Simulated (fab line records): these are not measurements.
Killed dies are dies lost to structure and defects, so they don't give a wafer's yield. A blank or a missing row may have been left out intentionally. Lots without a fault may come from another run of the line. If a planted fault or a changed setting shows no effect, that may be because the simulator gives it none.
Comparing a struck lot with a sound one    flow sky130    26 steps out of a route of 708
Sound: wafers L855.3, L855.5, L855.6. Struck: wafer L845.6 (L845.1, L845.5, from the same lot, were not struck and are left out); the cause is given at the end.
For every step that has rows: the tool of each side, followed by ch and its chambers, followed by its first start. Under that, the readings that differ: sound wafers    struck wafers    difference of the means    sigmas: that difference in standard deviations of wafers without a fault.
alike: words and numbers the same on both sides, and readings whose means are apart by under 2 such deviations; not compared: readings that were withheld, readings missing a value for some wafer, numbers with overlapping values and no deviation given by the record, and bounds like >300 which may hide the same value.
The two part at a step that has a row with sigmas, a row that says differs or no value, or rows on one side only. Numbers that have no deviation but don't overlap get no sigmas and don't part them. Lack of a reading on every wafer of one side parts them only where that side has two or more wafers.

first, 9 steps without rows for these wafers: SKY_LI_CONTACT_ETCH_14 (etches BARC in N2/H2, stops on SiO2, time 45.9 s, target depth 60 nm); SKY_LI_CONTACT_ETCH_15 (etches PSG in C4F8/O2/Ar, stops on Si, target depth 600 nm); SKY_LI_CONTACT_STRIP_16 (strips in O2/N2); SKY_LI_CONTACT_CLEAN_17 (cleans in NMP, time 600 s); SKY_LI_CONTACT_PRE_CLEAN_18 (time 5.6 s); SKY_LI_CONTACT_SPUTTER_19 (material Ti, target thk 20 nm, time 106.37 s); SKY_LI_CONTACT_SPUTTER_20 (material TiN, target thk 20 nm, time 80 s); SKY_LI_CONTACT_CVD_21 (deposits W, target thk 400 nm, time 120.56 s); SKY_LI_CONTACT_CMP_24 (polishes, stops on PSG, t overpolish 20 s, target thk 0 nm).
SKY_LOCAL_INTERCONNECT_SPUTTER_00: material TiN, target thk 100 nm, time 83.3 s.
  struck on pvd-sputter-02, day 32 01:32; sound on pvd-sputter-01, day 34 22:27
reading                                                 sound              struck  difference  sigmas
model.TiN_of_LOCAL_INTERCONNECT_SPUTTER_00.thk-nm (nm)  99.79 99.61 98.93  107     +8          
  alike: cathode-dc-power-W, throttle-valve-pct
SKY_LOCAL_INTERCONNECT_RS_MEAS_01: measurement is done with a four-point probe.
  struck on film-metro-01, day 32 01:35; sound on film-metro-03, day 34 22:33
reading                             sound              struck  difference  sigmas
LOCAL_INTERCONNECT_TIN_RS (ohm/sq)  14.18 14.21 14.33  13.19   -1.05       -8
SKY_LOCAL_INTERCONNECT_THK_MEAS_02: measures by xrf.
  struck on film-metro-01, day 32 01:43; sound on film-metro-03, day 34 22:39
reading                          sound            struck  difference  sigmas
LOCAL_INTERCONNECT_TIN_THK (nm)  99.8 100.1 99.0  106.1   +6.5        +7
then, 9 steps without rows for these wafers: SKY_LOCAL_INTERCONNECT_DEHYDRATE_03 (time 60 s); SKY_LOCAL_INTERCONNECT_HMDS_04 (prime time 60 s); SKY_LOCAL_INTERCONNECT_COAT_05 (resist thk 60 nm); SKY_LOCAL_INTERCONNECT_COAT_06 (resist thk 450 nm); SKY_LOCAL_INTERCONNECT_SOFTBAKE_07 (time 90 s); SKY_LOCAL_INTERCONNECT_EXPOSE_08 (exposes mask LI1M, target cd 170 nm); SKY_LOCAL_INTERCONNECT_PEB_09; SKY_LOCAL_INTERCONNECT_DEVELOP_10 (develop time 60 s); SKY_LOCAL_INTERCONNECT_ETCH_13 (etches BARC in N2/H2, stops on SiO2, time 45.9 s, target depth 60 nm).
SKY_LOCAL_INTERCONNECT_METAL_ETCH_14: etches TiN in Cl2/BCl3, stops on PSG, target depth 110 nm, time 31.4 s.
  sound on rie-metal-03 ch 0,1, day 36 01:08; struck on rie-metal-04 ch 1, day 33 04:49
reading                 sound                 struck  difference  sigmas
oes-product-au (a.u.)   0.945 0.947 0.922     0.981   +0.043      +7
throttle-valve-pct (%)  21.912 21.902 21.919  21.859  -0.052      -5
  alike: drypump-motor-current-A
  not compared: rf-hours-counter-h
then, 1 step without rows for these wafers: SKY_LOCAL_INTERCONNECT_STRIP_15 (strips in O2/N2).
SKY_LOCAL_INTERCONNECT_STRIP_16: strips in post etch residue remover, time 1200 s.
  sound on wet-bench-01 ch 2, day 36 01:16; struck on wet-bench-04 ch 3, day 33 04:58
reading                                                 sound              struck  difference  sigmas
model.TiN_of_LOCAL_INTERCONNECT_SPUTTER_00.thk-nm (nm)  99.37 99.19 98.51  106.6   +7.6        
then, 1 step without rows for these wafers: SKY_LOCAL_INTERCONNECT_CLEAN_17 (cleans in IPA, time 180 s).
-- the record jumps here: 15 days lie between the struck wafers' starts before and after (it left off in module LOCAL_INTERCONNECT and takes up again in module PAD_OPEN, whose first step shown is number 708 of the route) --
SKY_PAD_OPEN_PROBE_99:
  struck on prober-01, day 47 23:59; sound on prober-01, day 49 22:30
reading                         sound              struck  difference  sigmas
model.etest.res-li.line-ohm-um  73.59 73.3 75.47   69.31   -4.81       
model.etest.res-li.rs-ohm-sq    12.69 12.83 12.81  11.98   -0.80       
  alike: killed_at_M0_to_M3, killed_at_M4_up, killed-at-contacts, killed-at-front-end, killed-at-other, killed-dies, killed-open, killed-short

WHERE THEY PART
At SKY_LOCAL_INTERCONNECT_RS_MEAS_01 first; at SKY_LOCAL_INTERCONNECT_METAL_ETCH_14 last (within this record only). Later steps at which nothing parts them and some readings are alike: SKY_PAD_OPEN_PROBE_99.

WHY: what the simulator had put in
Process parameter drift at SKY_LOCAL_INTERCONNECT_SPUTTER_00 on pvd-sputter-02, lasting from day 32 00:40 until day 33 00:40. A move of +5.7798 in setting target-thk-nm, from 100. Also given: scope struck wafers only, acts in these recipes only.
